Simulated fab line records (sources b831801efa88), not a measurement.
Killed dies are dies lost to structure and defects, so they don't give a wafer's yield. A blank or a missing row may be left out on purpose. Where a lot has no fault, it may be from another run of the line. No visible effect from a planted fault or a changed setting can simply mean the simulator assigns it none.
fab line records	flow sky130
record lots=10	wafers=30	last_day=49
route steps=708 shown VIA1@474 VIA3@593 VIA4@650 PAD_OPEN@708
lots untouched by any fault: they come from a run of this same line in which no faults occurred
start_h: hours from the record's first day to the start of the lot's first wafer shown	wait_h: hours since the lot's step before	" the same as in the row above	L1.1+2: a row that stands for several wafers	- no value present, or no start provided	* or withheld: withheld	< > ~ a bound
route shown NAME@n: names a module that has steps shown in the file, with the first one's number in the route	usual: mean and standard deviation over wafers with no fault	same: alike in all rows	chamber/n: place in a boat	sites: each site's reading	_std_site: their standard deviation	_edge_site: inner sites' mean taken away from outer sites' mean	radius_mm: how far each site lies from the wafer's centre	mask NAME#n: copy n	behind: the most recent tool/chamber to have shaped the wafer	hold: why the lot went on hold/how many hours it stayed there/how the hold came to an end	device: names the non-switching transistor (n, p or np)	end of line: tests run on the same wafers once the route is complete	for a step that has no rows: nothing shown but its recipe	killed: dies lost to structure and defects at the first sort, not the wafer's yield	map: per-die view of a wafer (x killed, . not killed, _ where there is no die)
set.NAME: the setting that was run; set.NAME@STEP: the one run at that earlier step	model.NAME: the simulator's own value behind a step, which no gauge read
route steps across a sampled set of lots; one table per step, one row per wafer
services: when a tool's chamber went out of use (start_h, in hours from the record's first day, below 0 if earlier), for how many hours, and the reason
## steps
# step SKY_VIA1_STRIP_16
# recipe chemistry=O2/N2	power_w=1400	pressure_mtorr=1500	platen_temp_c=withheld	o2_flow_sccm=3000	n2_flow_sccm=300	overash_fraction=0.5
# usual drypump_motor_current_A=5.7/0.39	oes_product_au=0.416/0.0047	strip_time_to_endpoint_s=4.467/0.023
lot.wafer	tool	chamber	start_h	wait_h	drypump_motor_current_A	oes_product_au	rf_hours_counter_h	strip_time_to_endpoint_s
L828.3	plasma_asher-01	0	796.40	0.1	5.9	0.414	-	4.491
L828.5	"	1	"	"	5.9	0.423	-	4.471
L828.6	"	0	"	"	5.9	0.416	-	4.482
L829.1	plasma_asher-04	1	806.16	0.0	5.9	0.415	6	4.474
L829.2	"	0	"	"	4.8	0.412	6	4.481
L829.4	"	1	"	"	5.9	0.415	-	4.480
L830.1	plasma_asher-01	0	811.91	0.0	5.9	0.410	70	4.484
L830.4	"	1	"	"	5.9	0.432	-	4.498
L830.5	"	1	"	"	5.9	0.416	-	4.459
L831.1	plasma_asher-04	0	827.57	0.0	4.8	0.416	8	4.464
L831.2	"	1	"	"	5.9	0.422	8	4.463
L831.6	"	1	"	"	5.9	0.411	-	4.457
L834.1	plasma_asher-03	1	841.66	0.0	5.6	0.415	39	4.450
L834.3	"	1	"	"	5.7	0.414	-	4.451
L834.5	"	1	"	"	5.6	0.421	-	4.455
L838.1	plasma_asher-01	0	875.11	0.0	5.9	0.408	77	4.490
L838.2	"	1	"	"	5.9	0.421	77	4.487
L838.4	"	0	"	"	5.9	0.421	-	4.494
L842.2	plasma_asher-01	1	909.66	0.0	5.9	0.423	80	4.490
L842.4	"	1	"	"	5.9	0.409	-	4.456
L842.5	"	0	"	"	5.9	0.416	-	4.473
L843.4	plasma_asher-03	1	911.55	0.1	5.7	0.414	-	4.440
L843.5	"	1	"	"	5.7	0.409	-	4.499
L843.6	"	0	"	"	6.0	0.422	-	4.448
L845.1	plasma_asher-01	0	926.57	0.0	5.9	0.426	82	4.457
L845.5	"	1	"	"	5.9	0.423	-	4.461
L845.6	"	0	"	"	5.9	0.416	-	4.446
L846.1	plasma_asher-03	0	928.92	0.0	6.0	0.423	48	4.469
L846.5	"	1	"	"	5.6	0.420	-	4.486
L846.6	"	0	"	"	6.0	0.420	-	4.495
# step SKY_VIA3_SPUTTER_20
# recipe material=TiN	target_thk_nm=20	chamber_pressure_pa=5	power_w=4000	time_s=80
# usual throttle_valve_pct=30.0/1.1
lot.wafer	tool	chamber	start_h	wait_h	throttle_valve_pct
L828.3	pvd_sputter-02	-	935.29	0.0	29.5
L828.5	"	-	"	"	29.7
L828.6	"	-	"	"	29.2
L829.1	pvd_sputter-02	-	942.72	0.0	29.8
L829.2	"	-	"	"	29.5
L829.4	"	-	"	"	29.6
L830.1	pvd_sputter-03	-	948.31	0.0	29.8
L830.4	"	-	"	"	28.4
L830.5	"	-	"	"	29.7
L831.1	pvd_sputter-03	-	962.47	0.0	29.8
L831.2	"	-	"	"	28.0
L831.6	"	-	"	"	29.5
L834.1	pvd_sputter-01	-	975.51	0.0	30.1
L834.3	"	-	"	"	29.6
L834.5	"	-	"	"	30.4
L838.1	pvd_sputter-02	-	1004.47	0.0	29.5
L838.2	"	-	"	"	29.4
L838.4	"	-	"	"	29.6
L842.2	pvd_sputter-02	-	1037.72	0.0	29.7
L842.4	"	-	"	"	29.5
L842.5	"	-	"	"	29.3
L843.4	pvd_sputter-03	-	1038.60	0.0	29.9
L843.5	"	-	"	"	28.3
L843.6	"	-	"	"	29.3
L845.1	pvd_sputter-02	-	1051.21	0.0	29.2
L845.5	"	-	"	"	30.2
L845.6	"	-	"	"	32.1
L846.1	pvd_sputter-01	-	1054.56	0.0	31.6
L846.5	"	-	"	"	30.2
L846.6	"	-	"	"	31.4
# step SKY_VIA4_OVL_MEAS_11
# usual VIA4_OVL=0.2/1.4
lot.wafer	tool	chamber	start_h	wait_h	VIA4_OVL[nm]
L828.3	overlay-01	-	1010.73	0.1	-2.2
L828.5	"	-	"	"	-1.3
L828.6	"	-	"	"	-1.9
L829.1	overlay-01	-	1017.51	0.1	-0.8
L829.2	"	-	"	"	0.0
L829.4	"	-	"	"	-0.6
L830.1	overlay-02	-	1022.22	0.1	-0.9
L830.4	"	-	"	"	-0.2
L830.5	"	-	"	"	0.7
L831.1	overlay-01	-	1036.62	0.1	1.9
L831.2	"	-	"	"	2.1
L831.6	"	-	"	"	0.7
L834.1	overlay-02	-	1049.07	0.1	1.6
L834.3	"	-	"	"	2.5
L834.5	"	-	"	"	1.5
L838.1	overlay-02	-	1073.52	0.1	0.6
L838.2	"	-	"	"	2.2
L838.4	"	-	"	"	0.5
L842.2	overlay-02	-	1103.33	0.1	0.9
L842.4	"	-	"	"	0.3
L842.5	"	-	"	"	-0.4
L843.4	overlay-02	-	1104.79	0.1	-0.9
L843.5	"	-	"	"	-1.1
L843.6	"	-	"	"	-2.9
L845.1	overlay-02	-	1116.01	0.1	-0.6
L845.5	"	-	"	"	-0.3
L845.6	"	-	"	"	0.1
L846.1	overlay-02	-	1119.77	0.1	0.8
L846.5	"	-	"	"	0.3
L846.6	"	-	"	"	1.4
# step SKY_VIA4_CVD_18
# recipe material=W	target_thk_nm=505	time_s=152.14	temp_c=400	pressure_torr=40
# usual chamber_pressure_Torr=40.01/0.075	heater_power_w=821/62
lot.wafer	tool	chamber	start_h	wait_h	chamber_pressure_Torr	heater_power_w	since_wet_clean_h
L828.3	cvd_w-02	0	1011.53	0.1	40.00	822	-
L828.5	"	0	"	"	39.90	847	-
L828.6	"	1	"	"	39.91	876	-
L829.1	cvd_w-01	0	1018.28	0.0	40.12	727	100
L829.2	"	1	"	"	39.90	882	100
L829.4	"	1	"	"	40.07	878	-
L830.1	cvd_w-01	1	1022.98	0.0	40.02	858	105
L830.4	"	1	"	"	39.93	849	-
L830.5	"	1	"	"	40.03	848	-
L831.1	cvd_w-02	1	1037.39	0.0	40.05	857	633
L831.2	"	0	"	"	39.98	849	633
L831.6	"	0	"	"	40.02	835	-
L834.1	cvd_w-02	1	1049.87	0.0	40.02	888	646
L834.3	"	0	"	"	39.96	820	-
L834.5	"	1	"	"	40.05	838	-
L838.1	cvd_w-02	0	1074.32	0.0	39.94	834	670
L838.2	"	1	"	"	40.01	880	670
L838.4	"	1	"	"	40.10	857	-
L842.2	cvd_w-02	1	1104.15	0.0	40.00	849	700
L842.4	"	0	"	"	40.09	843	-
L842.5	"	0	"	"	40.06	830	-
L843.4	cvd_w-01	1	1105.59	0.1	40.01	847	-
L843.5	"	1	"	"	40.00	870	-
L843.6	"	0	"	"	40.04	701	-
L843.4	cvd_w-01	1	1105.90	0.3	39.89	845	-
L843.5	"	1	"	"	39.98	846	-
L843.6	"	0	"	"	40.08	727	-
L845.1	cvd_w-02	1	1116.78	0.0	39.95	851	713
L845.5	"	0	"	"	40.02	833	-
L845.6	"	1	"	"	40.08	859	-
L846.1	cvd_w-01	0	1120.97	0.0	40.03	703	203
L846.5	"	1	"	"	40.02	875	-
L846.6	"	0	"	"	40.18	703	-
L846.1	cvd_w-01	0	1121.29	0.3	39.92	731	-
L846.5	"	1	"	"	40.07	876	-
L846.6	"	0	"	"	39.88	722	-
# step SKY_VIA4_RS_MEAS_19
# recipe thk_meas_gauge=four-point-probe	reads=W_of_VIA4_CVD_18+TiN_of_VIA4_SPUTTER_17
# usual VIA4_W_RS=0.2257/0.0025
lot.wafer	tool	chamber	start_h	wait_h	VIA4_W_RS[ohm/sq]
L828.3	film_metro-02	-	1011.67	0.1	0.2255
L828.5	"	-	"	"	0.2278
L828.6	"	-	"	"	0.2236
L829.1	film_metro-02	-	1018.53	0.2	0.2214
L829.2	"	-	"	"	0.2267
L829.4	"	-	"	"	0.2243
L830.1	film_metro-04	-	1023.28	0.3	0.2271
L830.4	"	-	"	"	0.2301
L830.5	"	-	"	"	0.2278
L831.1	film_metro-04	-	1037.54	0.1	0.2257
L831.2	"	-	"	"	0.2276
L831.6	"	-	"	"	0.2251
L834.1	film_metro-02	-	1050.03	0.1	0.2241
L834.3	"	-	"	"	0.2265
L834.5	"	-	"	"	0.2225
L838.1	film_metro-04	-	1074.47	0.1	0.2265
L838.2	"	-	"	"	0.2240
L838.4	"	-	"	"	0.2248
L842.2	film_metro-01	-	1104.32	0.1	0.2222
L842.4	"	-	"	"	0.2236
L842.5	"	-	"	"	0.2289
L843.4	film_metro-04	-	1106.07	0.1	0.1116
L843.5	"	-	"	"	0.1108
L843.6	"	-	"	"	0.1103
L845.1	film_metro-01	-	1116.93	0.1	0.2246
L845.5	"	-	"	"	0.2300
L845.6	"	-	"	"	0.2254
L846.1	film_metro-01	-	1121.44	0.1	0.1115
L846.5	"	-	"	"	0.1127
L846.6	"	-	"	"	0.1124
# step SKY_VIA4_THK_MEAS_20
# recipe thk_meas_gauge=xrf	reads=W_of_VIA4_CVD_18
# usual VIA4_W_THK=500/6.1
lot.wafer	tool	chamber	start_h	wait_h	VIA4_W_THK[nm]
L828.3	film_metro-02	-	1011.77	0.1	498
L828.5	"	-	"	"	495
L828.6	"	-	"	"	503
L829.1	film_metro-02	-	1018.65	0.1	508
L829.2	"	-	"	"	496
L829.4	"	-	"	"	501
L830.1	film_metro-04	-	1023.40	0.1	493
L830.4	"	-	"	"	488
L830.5	"	-	"	"	494
L831.1	film_metro-04	-	1037.66	0.1	498
L831.2	"	-	"	"	496
L831.6	"	-	"	"	503
L834.1	film_metro-02	-	1050.15	0.1	503
L834.3	"	-	"	"	498
L834.5	"	-	"	"	510
L838.1	film_metro-04	-	1074.59	0.1	497
L838.2	"	-	"	"	504
L838.4	"	-	"	"	505
L842.2	film_metro-01	-	1104.43	0.1	513
L842.4	"	-	"	"	510
L842.5	"	-	"	"	494
L843.4	film_metro-04	-	1106.16	0.1	965
L843.5	"	-	"	"	974
L843.6	"	-	"	"	984
L845.1	film_metro-01	-	1117.05	0.1	506
L845.5	"	-	"	"	494
L845.6	"	-	"	"	507
L846.1	film_metro-01	-	1121.56	0.1	-
L846.5	"	-	"	"	997
L846.6	"	-	"	"	-
# step SKY_VIA4_CMP_21
# recipe stop_on=SiO2	t_overpolish_s=25	down_force_psi=3.5	platen_rpm=60	target_thk_nm=0	pad_velocity_m_s=0.94248
# usual motor_current_A=11.6/1.1	overpolish_run_s=25.000/0.0086	time_to_endpoint_s=122/4.2
lot.wafer	tool	chamber	start_h	wait_h	motor_current_A	overpolish_run_s	time_to_endpoint_s
L828.3	cmp-02	3	1011.96	0.2	10.2	25.005	120
L828.5	"	0	"	"	10.5	25.008	114
L828.6	"	1	"	"	11.2	24.995	123
L829.4	cmp-01	0	1018.71	0.0	12.2	25.001	128
L829.1	"	1	"	"	10.8	25.013	126
L829.2	"	3	"	"	11.3	25.014	124
L830.4	cmp-02	2	1023.51	0.1	13.1	24.996	115
L830.1	"	3	"	"	11.3	24.994	118
L830.5	"	1	"	"	11.4	24.988	119
L831.2	cmp-02	1	1037.72	0.0	11.1	25.003	115
L831.1	"	2	"	"	13.1	24.989	115
L831.6	"	2	"	"	13.0	25.001	117
L834.1	cmp-02	1	1050.35	0.2	11.3	25.013	123
L834.3	"	0	"	"	10.2	24.986	116
L834.5	"	1	"	"	10.9	24.987	124
L838.4	cmp-02	1	1074.65	0.0	11.7	24.996	124
L838.1	"	2	"	"	12.9	25.003	122
L838.2	"	0	"	"	10.1	25.006	123
L842.2	cmp-01	0	1104.53	0.1	12.4	25.003	124
L842.4	"	2	"	"	13.4	24.987	120
L842.5	"	3	"	"	10.7	25.007	119
L843.4	cmp-01	0	1106.19	0.0	12.2	24.999	243
L843.6	"	0	"	"	12.1	24.986	252
L843.5	"	1	"	"	10.6	24.999	238
L845.1	cmp-02	3	1117.16	0.1	11.1	24.999	123
L845.5	"	2	"	"	12.1	24.992	120
L845.6	"	3	"	"	10.8	25.006	123
L846.1	cmp-02	1	1121.67	0.1	11.6	24.999	252
L846.6	"	0	"	"	9.9	25.022	237
L846.5	"	1	"	"	11.7	25.007	256
# step SKY_PAD_OPEN_PROBE_99
# usual defect_limited_yield=82.6/1.8	killed_at_M0_to_M3=43/6.4	killed_at_M4_up=2.8/1.7	killed_at_contacts=24/5.5	killed_at_front_end=15/4	killed_at_other=0.3/0.54	killed_dies=86/9.1	killed_open=47/6.6	killed_short=39/6.2	sort_bin_3_pad_short=0.9/0.45	sort_bin_5_function=10.4/1.4	sort_bin_6_memory=6.2/1.1	sort_n_pass=406/9.1	sort_yield_pct=82.6/1.8
# same gross_dies=492	killed_at_back_side=0	sort_bin_4_leakage[%]=0	sort_bin_8_speed[%]=0
lot.wafer	tool	chamber	start_h	wait_h	defect_limited_yield[%]	killed_at_M0_to_M3	killed_at_M4_up	killed_at_contacts	killed_at_front_end	killed_at_other	killed_dies	killed_open	killed_short	sort_bin_3_pad_short[%]	sort_bin_5_function[%]	sort_bin_6_memory[%]	sort_n_pass	sort_yield_pct[%]
L843.4	prober-02	-	1165.89	0.2	80.5	46	6	35	9	0	96	47	49	1.6	11.8	6.1	396	80.5
# killed by level:class
L843.4 LI_CONTACT:geometric_particle:open=11 CONTACT:geometric_particle:open=11 METAL2:geometric_particle:short=8 VIA3:geometric_particle:open=7 VIA1:geometric_particle:short=7 CONTACT:geometric_particle:short=6 METAL1:geometric_particle:short=6 VIA1:geometric_particle:open=6
## services
tool	chamber	start_h	hours	kind
pvd_sputter-03	-	781.00	3.0	repair
cmp-01	-	801.21	0.7	repair
cmp-02	-	801.94	3.8	pm
cmp-02	-	808.34	0.3	repair
cvd_w-01	0	808.64	6.7	repair
plasma_asher-03	-	811.69	2.8	pm
cmp-01	-	836.15	2.3	repair
cmp-02	-	856.34	0.8	repair
cvd_w-02	1	864.17	7.4	repair
cmp-02	-	879.96	1.3	repair
cmp-02	-	890.57	10.9	pm
cvd_w-01	-	904.00	14.0	pm
cmp-02	-	927.13	1.0	repair
cvd_w-02	-	981.49	6.9	pm
cvd_w-01	-	990.59	6.9	pm
pvd_sputter-02	-	994.26	3.7	repair
cvd_w-01	-	1002.42	6.1	repair
cmp-02	-	1015.80	0.9	repair
cvd_w-02	0	1058.67	5.3	repair
cvd_w-01	-	1061.01	2.0	repair
cvd_w-02	-	1066.45	4.8	repair
plasma_asher-01	-	1073.37	6.3	repair
cmp-02	-	1090.84	4.0	pm
plasma_asher-01	-	1104.59	0.6	repair
## key
first_sign step=SKY_VIA4_CVD_18	reading=visit	direction=added
effect step=SKY_VIA4_RS_MEAS_19	reading=VIA4_W_RS	direction=down	sigmas=46	usual=0.2257	struck=0.1115
effect step=SKY_VIA4_THK_MEAS_20	reading=VIA4_W_THK	direction=up	sigmas=79	usual=500	struck=980
effect step=SKY_VIA4_CMP_21	reading=time_to_endpoint_s	direction=up	sigmas=30	usual=*	struck=*
met_at SKY_VIA4_CVD_18
struck_lots L843,L846
not_acting_at SKY_VIA1_STRIP_16,SKY_VIA3_SPUTTER_20,SKY_VIA4_OVL_MEAS_11
fault kind=repeated_step_whole	tool=cvd_w-01,cvd_w-02	chamber=-	onset_h=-	steps=SKY_VIA4_CVD_18	times=1	scope=struck_lots_only
